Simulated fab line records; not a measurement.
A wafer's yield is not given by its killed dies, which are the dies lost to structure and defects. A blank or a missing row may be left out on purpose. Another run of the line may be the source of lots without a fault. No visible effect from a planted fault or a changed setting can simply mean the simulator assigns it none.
fab line records | flow sfqLine
record lots=6 | wafers=18 | lastDay=96
route steps=325 shown M2@102 I2@103
lots with no fault: from the same line, run without faults
startH: the number of hours between the record's first day and the start of the first shown wafer of the lot | waitH: how many hours have passed since the lot's step before this one | " repeats the value in the row above | L1.1+2: a row that stands for several wafers | - value missing, or start not given | * or withheld: withheld | < > ~ a bound
route shown NAME@n: NAME is a module with steps in the file, n the number in the route of the first one | usual: the fault-free wafers' mean and standard deviation | same: alike in all rows | chamber/n: place in a boat | sites: readings site by site | _std_site: standard deviation across them | _edge_site: mean of outer sites minus mean of inner sites | radiusMm: for every site, how far away it sits from the centre of the wafer | mask NAME#n: copy n | behind: the most recent tool/chamber to have shaped the wafer | hold: what put the lot on hold/how long, in hours/how the hold closed | device: the transistor (n, p or np) that didn't switch | end of line: the tests these same wafers got at the end of their route | a step given without rows: its recipe and nothing more | killed: not the wafer's yield, but the dies lost to structure and defects at the first sort | map: dies across one wafer; x = killed, . = not, _ = none there
set.NAME: setting as actually run; set.NAME@STEP: the setting as run at that earlier step | model.NAME: the simulator's own value behind a step, which no gauge read
a table for each step, a row for each wafer; lots at some steps of the route
services: from which hour (startH, from the record's first day; less than 0 if before it) a tool's chamber was out of use, for how many hours, and why
## steps
# step SFQ_TRILAYER_M2_STRIP_SOLV_CLEAN_062
# recipe chemistry=NMP | tempC=70 | timeS=600
# step SFQ_TRILAYER_I2_DEP_PECVD_063
# recipe material=SiO2 | tempC=150 | timeS=111.11 | pressureTorr=2.4 | rfW=183.3 | precursor=SiH4/N2O | targetThkNm=500
# usual chamberPressureTorr=2.400/0.005 | heaterPowerW=82/17 | throttleValvePct=24.3/0.53
lot.wafer | tool     | chamber | startH  | waitH | chamberPressureTorr | heaterPowerW | throttleValvePct
L314.2    | pecvd-02 | 1       | 929.46  | 0.0   | 2.394               | 56           | 24.2
L314.3    | "        | 2       | "       | "     | 2.403               | 90           | 24.4
L314.5    | "        | 2       | "       | "     | 2.398               | 93           | 24.5
L317.1    | pecvd-03 | 2       | 955.98  | 0.0   | 2.403               | 94           | 23.4
L317.2    | "        | 0       | "       | "     | 2.404               | 67           | 23.8
L317.3    | "        | 1       | "       | "     | 2.395               | 79           | 24.6
L327.3    | pecvd-03 | 1       | 1040.16 | 0.0   | 2.399               | 93           | 24.6
L327.4    | "        | 2       | "       | "     | 2.399               | 80           | 23.4
L327.5    | "        | 1       | "       | "     | 2.398               | 78           | 24.5
L328.2    | pecvd-04 | 1       | 1058.07 | 0.0   | 2.400               | 127          | 24.1
L328.4    | "        | 0       | "       | "     | 2.400               | 82           | 25.2
L328.5    | "        | 2       | "       | "     | 2.400               | 79           | 25.1
L329.1    | pecvd-03 | 0       | 1064.07 | 0.0   | 2.403               | 70           | 23.9
L329.2    | "        | 1       | "       | "     | 2.398               | 80           | 24.6
L329.4    | "        | 2       | "       | "     | 2.402               | 78           | 23.6
L332.1    | pecvd-04 | 0       | 1086.87 | 0.0   | 2.407               | 78           | 24.9
L332.3    | "        | 2       | "       | "     | 2.405               | 87           | 25.0
L332.4    | "        | 0       | "       | "     | 2.396               | 81           | 25.1
# step SFQ_TRILAYER_I2_CMP_CMP_064
# recipe material=SiO2 | downForcePsi=3 | platenRpm=60 | padVelocityMS=0.94248
# usual motorCurrentA=10.2/0.94 | platenRpm=60.00/0.039 | retainingRingPressureFrac=1.000/0.0051 | timeToEndpointS=217/6.8
lot.wafer | tool   | chamber | startH  | waitH | motorCurrentA | platenRpm | retainingRingPressureFrac | timeToEndpointS
L314.2    | cmp-01 | 1       | 929.54  | 0.0   | 9.7           | 60.02     | 0.992                     | 219
L314.3    | "      | 2       | "       | "     | 10.6          | 60.02     | 1.003                     | 220
L314.5    | "      | 2       | 932.04  | 2.5   | 11.0          | 60.02     | 1.000                     | 218
L317.2    | cmp-01 | 1       | 956.06  | 0.0   | 10.2          | 60.01     | 1.002                     | 216
L317.3    | "      | 2       | "       | "     | 11.0          | 60.00     | 0.994                     | 218
L317.1    | "      | 0       | 957.56  | 1.5   | 10.5          | 59.98     | 1.001                     | 216
L327.3    | cmp-02 | 3       | 1041.83 | 1.6   | 9.0           | 59.99     | 1.005                     | 226
L327.4    | "      | 0       | "       | "     | 8.9           | 60.06     | 0.998                     | 229
L327.5    | "      | 1       | "       | "     | 11.1          | 60.05     | 0.999                     | 217
L328.2    | cmp-02 | 1       | 1061.83 | 3.7   | 11.4          | 60.05     | 0.991                     | 221
L328.4    | "      | 0       | 1063.33 | 5.2   | 9.1           | 59.99     | 1.000                     | 227
L328.5    | "      | 2       | 1064.33 | 6.2   | 11.1          | 59.98     | 1.001                     | 221
L329.4    | cmp-01 | 1       | 1069.63 | 5.5   | 9.4           | 60.04     | 0.999                     | 222
L329.1    | "      | 3       | 1070.63 | 6.5   | 10.6          | 59.91     | 1.004                     | 216
L329.2    | "      | 0       | "       | "     | 9.5           | 60.02     | 0.998                     | 211
L332.1    | cmp-01 | 2       | 1094.63 | 7.7   | 10.5          | 59.97     | 1.003                     | 214
L332.4    | "      | 3       | "       | "     | 10.0          | 60.00     | 0.994                     | 214
L332.3    | "      | 0       | "       | "     | 10.1          | 60.01     | 0.996                     | 213
# step SFQ_I2_BOW_MEAS_917
# recipe mode=bow
# usual I2_BOW=1/9.7
lot.wafer | tool         | chamber | startH  | waitH | I2_BOW[um]
L314.2    | filmMetro-03 | -       | 932.56  | 2.5   | -9
L314.3    | "            | -       | "       | "     | -5
L314.5    | "            | -       | "       | "     | -3
L317.1    | filmMetro-02 | -       | 959.06  | 1.0   | -12
L317.2    | "            | -       | "       | "     | 14
L317.3    | "            | -       | "       | "     | 4
L327.3    | filmMetro-02 | -       | 1043.87 | 1.5   | 11
L327.4    | "            | -       | "       | "     | 7
L327.5    | "            | -       | "       | "     | 18
L328.2    | filmMetro-02 | -       | 1064.85 | 2.5   | 3
L328.4    | "            | -       | "       | "     | -9
L328.5    | "            | -       | "       | "     | -7
L329.1    | filmMetro-03 | -       | 1072.63 | 1.5   | -12
L329.2    | "            | -       | "       | "     | 6
L329.4    | "            | -       | "       | "     | -6
L332.1    | filmMetro-03 | -       | 1097.63 | 2.5   | 1
L332.3    | "            | -       | "       | "     | 10
L332.4    | "            | -       | "       | "     | -14
# step SFQ_TRILAYER_I2_METRO_MEASURE_065
# usual thkNm=200.0/0.8
lot.wafer | tool         | chamber | startH  | waitH | thkNm
L314.2    | filmMetro-03 | -       | 932.86  | 0.3   | 199.6
L314.3    | "            | -       | "       | "     | 200.5
L314.5    | "            | -       | "       | "     | 200.3
L317.1    | filmMetro-02 | -       | 959.18  | 0.1   | 201.0
L317.2    | "            | -       | "       | "     | 199.9
L317.3    | "            | -       | "       | "     | 200.5
L327.3    | filmMetro-02 | -       | 1044.35 | 0.5   | 200.1
L327.4    | "            | -       | "       | "     | 199.4
L327.5    | "            | -       | "       | "     | 199.1
L328.2    | filmMetro-02 | -       | 1065.15 | 0.3   | 200.0
L328.4    | "            | -       | "       | "     | 200.3
L328.5    | "            | -       | "       | "     | 199.8
L329.1    | filmMetro-03 | -       | 1072.75 | 0.1   | 200.1
L329.2    | "            | -       | "       | "     | 199.4
L329.4    | "            | -       | "       | "     | 200.3
L332.1    | filmMetro-03 | -       | 1097.75 | 0.1   | 199.6
L332.3    | "            | -       | "       | "     | 200.0
L332.4    | "            | -       | "       | "     | 199.5
# step SFQ_TRILAYER_I2_VIA_LITHO_COAT_072
# recipe resist=BARC | spinRpm=3000 | resistThkNm=62
# step SFQ_TRILAYER_I2_VIA_LITHO_COAT_067
# recipe resist=KrF | spinRpm=3000 | resistThkNm=650
# step SFQ_TRILAYER_I2_VIA_LITHO_SOFTBAKE_071
# recipe tempC=withheld | timeS=withheld | resist=KrF
# step SFQ_TRILAYER_I2_VIA_LITHO_EXPOSE_068
# recipe maskId=I2 | na=0.6 | sourceShape=conventional | sigmaOuter=0.65 | targetCdNm=500 | doseMj=21.3
# step SFQ_TRILAYER_I2_VIA_LITHO_PEB_070
# recipe pebTempC=115 | pebTimeS=60 | resist=KrF
# step SFQ_TRILAYER_I2_VIA_LITHO_DEVELOP_069
# recipe timeS=60 | resist=KrF
# step SFQ_I2_OVL_MEAS_918
# usual I2_OVL=1/6
lot.wafer | tool       | chamber | startH  | waitH | I2_OVL[nm]
L314.2    | overlay-01 | -       | 1067.88 | 0.1   | 5
L314.3    | "          | -       | "       | "     | 12
L314.5    | "          | -       | "       | "     | 9
L317.1    | overlay-01 | -       | 1097.87 | 0.1   | 2
L317.2    | "          | -       | "       | "     | 3
L317.3    | "          | -       | "       | "     | 4
L327.3    | overlay-01 | -       | 1186.72 | 0.1   | 4
L327.4    | "          | -       | "       | "     | 8
L327.5    | "          | -       | "       | "     | 0
L328.2    | overlay-01 | -       | 1206.04 | 0.1   | -2
L328.4    | "          | -       | "       | "     | -2
L328.5    | "          | -       | "       | "     | -5
L329.1    | overlay-02 | -       | 1212.03 | 0.1   | -7
L329.2    | "          | -       | "       | "     | -5
L329.4    | "          | -       | "       | "     | -2
L332.1    | overlay-02 | -       | 1236.16 | 0.1   | -7
L332.3    | "          | -       | "       | "     | -12
L332.4    | "          | -       | "       | "     | 0
# step SFQ_TRILAYER_I2_VIA_BARC_OPEN_VIA_ETCH_096
# recipe maskMaterial=PR | chemistry=O2 | targetDepthNm=125 | target=BARC | sourceW=500 | biasW=80 | pressureMtorr=30 | timeS=40.49
# usual biasW=79.99/0.24 | drypumpMotorCurrentA=5.9/0.36 | oesProductAu=0.694/0.0044
lot.wafer | tool       | chamber | startH  | waitH | biasW | drypumpMotorCurrentA | oesProductAu | rfHoursCounterH
L314.2    | rieDiel-01 | 0       | 1067.91 | 0.0   | 80.50 | 5.5                  | 0.696        | 7
L314.3    | "          | 2       | "       | "     | 80.27 | 6.1                  | 0.686        | 4
L314.5    | "          | 2       | "       | "     | 80.21 | 6.1                  | 0.698        | -
L317.1    | rieDiel-04 | 0       | 1097.91 | 0.0   | 80.01 | 6.0                  | 0.701        | 7
L317.2    | "          | 2       | "       | "     | 79.90 | 6.2                  | 0.697        | 8
L317.3    | "          | 1       | "       | "     | 79.58 | 5.3                  | 0.699        | 3
L327.3    | rieDiel-04 | 2       | 1186.75 | 0.0   | 71.37 | 6.2                  | 0.700        | 9
L327.4    | "          | 3       | "       | "     | 71.94 | 5.6                  | 0.682        | 14
L327.5    | "          | 2       | "       | "     | 71.64 | 6.2                  | 0.696        | -
L328.2    | rieDiel-04 | 0       | 1206.07 | 0.0   | 71.69 | 6.0                  | 0.689        | 9
L328.4    | "          | 1       | "       | "     | 71.70 | 5.3                  | 0.692        | 5
L328.5    | "          | 3       | "       | "     | 71.72 | 5.5                  | 0.694        | -
L329.1    | rieDiel-02 | 1       | 1212.07 | 0.0   | 79.99 | 5.7                  | 0.695        | 12
L329.2    | "          | 0       | "       | "     | 80.11 | 6.1                  | 0.692        | 9
L329.4    | "          | 2       | "       | "     | 80.37 | 6.3                  | 0.694        | 5
L332.1    | rieDiel-01 | 3       | 1236.20 | 0.0   | 80.57 | 5.3                  | 0.696        | 12
L332.3    | "          | 2       | "       | "     | 80.28 | 6.1                  | 0.686        | 7
L332.4    | "          | 1       | "       | "     | 79.91 | 6.0                  | 0.697        | 4
# step SFQ_TRILAYER_I2_VIA_ETCH_VIA_ETCH_070
# recipe target=SiO2 | stopOn=Nb | maskMaterial=PR | taperDeg=20 | chemistry=CHF3 | targetDepthNm=260 | sourceW=500 | biasW=80 | pressureMtorr=30 | timeS=withheld
# usual biasW=80.00/0.23 | drypumpMotorCurrentA=5.9/0.35 | oesProductAu=0.854/0.0053
lot.wafer | tool       | chamber | startH  | waitH | biasW | drypumpMotorCurrentA | oesProductAu
L314.2    | rieDiel-01 | 0       | 1067.95 | 0.0   | 79.75 | 5.4                  | 0.851
L314.3    | "          | 2       | "       | "     | 79.74 | 6.1                  | 0.860
L314.5    | "          | 2       | "       | "     | 79.92 | 6.1                  | 0.848
L317.1    | rieDiel-04 | 0       | 1097.95 | 0.0   | 80.00 | 6.0                  | 0.860
L317.2    | "          | 2       | "       | "     | 79.96 | 6.2                  | 0.848
L317.3    | "          | 1       | "       | "     | 79.74 | 5.3                  | 0.856
L327.3    | rieDiel-04 | 2       | 1186.79 | 0.0   | 80.27 | 6.2                  | 0.854
L327.4    | "          | 3       | "       | "     | 80.17 | 5.6                  | 0.852
L327.5    | "          | 2       | "       | "     | 79.72 | 6.2                  | 0.851
L328.2    | rieDiel-04 | 0       | 1206.11 | 0.0   | 79.90 | 6.0                  | 0.849
L328.4    | "          | 1       | "       | "     | 79.87 | 5.3                  | 0.852
L328.5    | "          | 3       | "       | "     | 79.70 | 5.6                  | 0.851
L329.1    | rieDiel-02 | 1       | 1212.11 | 0.0   | 79.95 | 5.7                  | 0.847
L329.2    | "          | 0       | "       | "     | 80.10 | 6.1                  | 0.844
L329.4    | "          | 2       | "       | "     | 79.96 | 6.3                  | 0.846
L332.1    | rieDiel-01 | 3       | 1236.24 | 0.0   | 80.01 | 5.3                  | 0.853
L332.3    | "          | 2       | "       | "     | 80.08 | 6.1                  | 0.867
L332.4    | "          | 1       | "       | "     | 80.18 | 5.9                  | 0.850
## services
tool         | chamber | startH  | hours | kind
filmMetro-02 | -       | 921.96  | 0.9   | pm
filmMetro-03 | -       | 922.64  | 4.1   | repair
cmp-01       | -       | 926.32  | 0.4   | repair
filmMetro-02 | -       | 931.51  | 1.4   | pm
cmp-01       | -       | 943.88  | 5.4   | pm
pecvd-03     | -       | 944.08  | 0.5   | repair
cmp-01       | -       | 950.26  | 2.6   | repair
rieDiel-04   | 1       | 959.20  | 5.8   | repair
rieDiel-01   | 2       | 974.38  | 9.5   | repair
rieDiel-04   | 3       | 985.19  | 5.2   | repair
cmp-01       | -       | 1005.55 | 3.5   | repair
rieDiel-04   | -       | 1032.64 | 1.8   | repair
cmp-01       | -       | 1059.62 | 10.0  | repair
cmp-01       | -       | 1087.63 | 4.0   | pm
cmp-01       | -       | 1097.90 | 1.4   | repair
rieDiel-04   | -       | 1104.49 | 0.1   | repair
rieDiel-01   | 2       | 1108.08 | 17.2  | repair
rieDiel-01   | 0       | 1112.69 | 4.5   | repair
rieDiel-01   | -       | 1126.11 | 2.8   | pm
cmp-01       | -       | 1131.10 | 10.9  | repair
cmp-01       | -       | 1152.66 | 0.2   | repair
rieDiel-01   | 3       | 1181.12 | 1.6   | repair
rieDiel-04   | 3       | 1217.40 | 7.2   | repair
rieDiel-04   | -       | 1230.38 | 14.6  | pm
## key
firstSign step=SFQ_TRILAYER_I2_VIA_BARC_OPEN_VIA_ETCH_096 | reading=biasW | direction=down | sigmas=34 | usual=79.99 | struck=71.68
effect none on later readings
metAt SFQ_TRILAYER_I2_VIA_BARC_OPEN_VIA_ETCH_096
struckWafers L327.3,L327.4,L327.5,L328.2,L328.4,L328.5
onsetBetween 1097.91 1186.75
fault kind=processParameterDrift | tool=rieDiel-04 | chamber=- | onsetH=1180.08 | steps=SFQ_TRILAYER_I2_VIA_BARC_OPEN_VIA_ETCH_096 | channel=biasW | offset=-8.3064 | shape=step | endH=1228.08 | actsIn=theseRecipesOnly | stated=80
